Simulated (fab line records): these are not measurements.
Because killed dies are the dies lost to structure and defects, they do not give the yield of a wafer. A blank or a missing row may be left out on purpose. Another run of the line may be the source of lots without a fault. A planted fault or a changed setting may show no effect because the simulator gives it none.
Check for tools in common + flow gf180mcu + 13 lots, 39 wafers sampled

== WHAT PROMPTED THE OPENING ==
1 of 13 lots carry a flag on the reading HV_LDD_4_TW at GF_HV_LDD_TW_MEAS_50. No-fault wafers: 569, standard deviation 5.3.
Rule: a lot is flagged in two cases, either no wafer of it has a number, or all its wafers with numbers fall more than 4 standard deviations from that mean. All remaining lots are regarded as sound.

| lot  | measured     | on            | HV_LDD_4_TW, wafer by wafer | flag    |
|------|--------------|---------------|-----------------------------|---------|
| L656 | day 12 10:23 | film-metro-01 | 571 570 573                 |         |
| L657 | day 13 08:13 | film-metro-03 | 568 569 570                 |         |
| L658 | day 13 10:13 | film-metro-01 | 572 572 569                 |         |
| L659 | day 13 16:05 | film-metro-03 | 569 570 569                 |         |
| L662 | day 14 04:52 | film-metro-03 | 570 572 572                 |         |
| L663 | day 14 21:59 | film-metro-03 | 569 568 568                 |         |
| L665 | day 15 04:12 | film-metro-03 | 571 569 568                 |         |
| L666 | day 15 08:34 | film-metro-03 | 567 568 565                 |         |
| L673 | day 17 19:36 | film-metro-04 | 30 30 30                    | FLAGGED |
| L676 | day 19 04:08 | film-metro-03 | 567 566 565                 |         |
| L677 | day 19 16:06 | film-metro-03 | 567 568 569                 |         |
| L678 | day 19 16:28 | film-metro-04 | 562 561 561                 |         |
| L679 | day 20 00:11 | film-metro-01 | 574 573 577                 |         |
Flagged lots average 30: -539 relative to the usual, that is -99 or more standard deviations.

== TOOL THAT RAN EACH LOT ==
The record holds 1 process step before the reading, out of a route of 602 steps. In each cell: the tool, then ch and the chambers that the sampled wafers went through, then the start.
| lot  | flag    | GF_HV_LDD_EXPOSE_43                 |
|------|---------|-------------------------------------|
| L656 |         | iline-stepper-02 ch 0, day 12 00:39 |
| L657 |         | iline-stepper-02 ch 0, day 12 21:36 |
| L658 |         | iline-stepper-02 ch 0, day 12 23:49 |
| L659 |         | iline-stepper-02 ch 0, day 13 05:40 |
| L662 |         | iline-stepper-02 ch 0, day 13 18:31 |
| L663 |         | iline-stepper-01 ch 0, day 14 11:46 |
| L665 |         | iline-stepper-01 ch 0, day 14 17:44 |
| L666 |         | iline-stepper-01 ch 0, day 14 22:31 |
| L673 | FLAGGED | iline-stepper-02 ch 0, day 17 07:35 |
| L676 |         | iline-stepper-02 ch 0, day 18 15:41 |
| L677 |         | iline-stepper-01 ch 0, day 19 03:44 |
| L678 |         | iline-stepper-01 ch 0, day 19 04:33 |
| L679 |         | iline-stepper-01 ch 0, day 19 12:10 |
What the steps here do:
- GF_HV_LDD_EXPOSE_43: exposes mask Pplus HV AREA, target cd 400 nm.
- GF_HV_LDD_TW_MEAS_50

== FLAGGED AGAINST TOTAL, ONE TOOL AT A TIME (gauges that did the reading follow at the end) ==
| step                 | tool             | lots run | flagged | share of the flagged lots | sound lots run after its first flagged lot |
|----------------------|------------------|----------|---------|---------------------------|--------------------------------------------|
| GF_HV_LDD_EXPOSE_43  | iline-stepper-01 | 6        | 0       | none                      | -                                          |
| GF_HV_LDD_EXPOSE_43  | iline-stepper-02 | 7        | 1       | all                       | 1 (L676)                                   |
| GF_HV_LDD_TW_MEAS_50 | film-metro-01    | 3        | 0       | none                      | -                                          |
| GF_HV_LDD_TW_MEAS_50 | film-metro-03    | 8        | 0       | none                      | -                                          |
| GF_HV_LDD_TW_MEAS_50 | film-metro-04    | 2        | 1       | all                       | 1 (L678)                                   |

== WHAT THE TABLE ALLOWS ==
In 2 table rows, all flagged lots were run: iline-stepper-02 (GF_HV_LDD_EXPOSE_43), film-metro-04 (GF_HV_LDD_TW_MEAS_50).
- iline-stepper-02 at GF_HV_LDD_EXPOSE_43 ran 7 lots, 1 of them flagged. Sound lots ran on it after the first flagged one (L676), which a lasting fault on the whole tool wouldn't allow.
- film-metro-04 at GF_HV_LDD_TW_MEAS_50 ran 2 lots, 1 of them flagged. Sound lots ran on it after the first flagged one (L678), which a lasting fault on the whole tool wouldn't allow.
Every row of the table either missed a flagged lot or ran a sound lot after the first.

== WHAT THE SIMULATOR PUT IN ==
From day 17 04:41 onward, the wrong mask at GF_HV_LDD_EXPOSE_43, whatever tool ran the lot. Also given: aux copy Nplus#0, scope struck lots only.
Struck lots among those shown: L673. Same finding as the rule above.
